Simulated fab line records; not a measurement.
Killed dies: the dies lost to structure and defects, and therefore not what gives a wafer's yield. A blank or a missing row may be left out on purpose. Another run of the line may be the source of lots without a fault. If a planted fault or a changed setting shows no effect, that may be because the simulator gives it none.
A struck lot beside a sound one	flow sfq_line	14 steps out of a route of 325
Sound: the wafers L373.1, L373.3, L373.5. Struck: wafers L385.1, L385.2 (left out: L385.3, a lot-mate that was not struck); the cause follows at the end.
Each step with rows lists, per side, the tool, then ch with its chambers, then its first start. Under that, the readings that differ: sound wafers	struck wafers	difference of the means	sigmas: that difference in standard deviations of wafers without a fault.
alike: readings whose means differ by less than 2 such deviations, and words and numbers that are the same on both sides. not compared: withheld readings, readings that some wafer has no value for, bounds like >300 that may hide the same value, and numbers for which the record gives no deviation and whose values overlap.
Wherever a step has rows on one side only, a row that says differs or no value, or a row with sigmas, the two part there. Non-overlapping numbers with no deviation appear without sigmas and do not part them. A reading missing from all wafers of one side parts the sides only when that side holds two or more wafers.

first, 2 steps without rows for these wafers: SFQ_TRILAYER_I2_VIA_STRIP_SOLV_CLEAN_072 (cleans in NMP, time 600 s); SFQ_TRILAYER_M3_DEP_PRE_CLEAN_074 (time 22.5 s).
SFQ_TRILAYER_M3_DEP_SPUTTER_073: material Nb, target thk 200 nm, time 133.3 s.
  sound on pvd_sputter-05 at day 33 13:13; struck on pvd_sputter-05 at day 41 12:50
  alike: cathode_dc_power_W, throttle_valve_pct
SFQ_M3_RS_MEAS_919: the measuring method here is four-point-probe.
  sound on film_metro-01 at day 33 13:18; struck on film_metro-01 at day 41 12:56
  alike: M3_NB_RS
then, 6 steps without rows for these wafers: SFQ_TRILAYER_M3_LITHO_COAT_080 (resist thk 62 nm); SFQ_TRILAYER_M3_LITHO_COAT_075 (resist thk 600 nm); SFQ_TRILAYER_M3_LITHO_SOFTBAKE_079; SFQ_TRILAYER_M3_LITHO_EXPOSE_076 (exposes mask M3, target cd 500 nm); SFQ_TRILAYER_M3_LITHO_PEB_078 (peb time 60 s); SFQ_TRILAYER_M3_LITHO_DEVELOP_077 (time 60 s).
-- the record jumps here: 6 days lie between the struck wafers' starts before and after --
SFQ_M3_OVL_MEAS_921:
  sound on overlay-01 at day 33 15:55; struck on overlay-02 at day 47 05:28
  alike: M3_OVL
SFQ_TRILAYER_M3_BARC_OPEN_METAL_ETCH_100: etches BARC in O2, target depth 125 nm, time 41.7 s.
  sound on rie_metal-02 ch 0,1, day 33 15:57; struck on rie_metal-01 ch 0,1, day 47 05:29
reading	sound	struck	difference	sigmas
model.KrF_of_TRILAYER_M3_LITHO_COAT_075.thk_nm (nm)	523.2 523.4 523.4	542.7 543.1	+19.6	
  alike: drypump_motor_current_A, oes_product_au
  not compared: rf_hours_counter_h
SFQ_TRILAYER_M3_ETCH_METAL_ETCH_078: etches Nb in Cl2/Ar, stops on SiO2, target depth 240 nm, time 120 s.
  sound on rie_metal-02 ch 0,1, day 33 16:01; struck on rie_metal-01 ch 0,1, day 47 05:33
reading	sound	struck	difference	sigmas
model.KrF_of_TRILAYER_M3_LITHO_COAT_075.thk_nm (nm)	383.5 382.5 383.5	402.7 404.3	+20.3	
  alike: drypump_motor_current_A, oes_product_au
  not compared: rf_hours_counter_h
SFQ_TRILAYER_M3_STRIP_STRIP_079: strips in O2.
  sound on rie_metal-02 ch 0,1, day 33 16:08; struck on rie_metal-01 ch 0,1, day 47 05:41
  alike: drypump_motor_current_A, oes_product_au
  not compared: rf_hours_counter_h

== WHERE THEY PART ==
Nowhere in this record.

WHY: the cause the simulator had injected
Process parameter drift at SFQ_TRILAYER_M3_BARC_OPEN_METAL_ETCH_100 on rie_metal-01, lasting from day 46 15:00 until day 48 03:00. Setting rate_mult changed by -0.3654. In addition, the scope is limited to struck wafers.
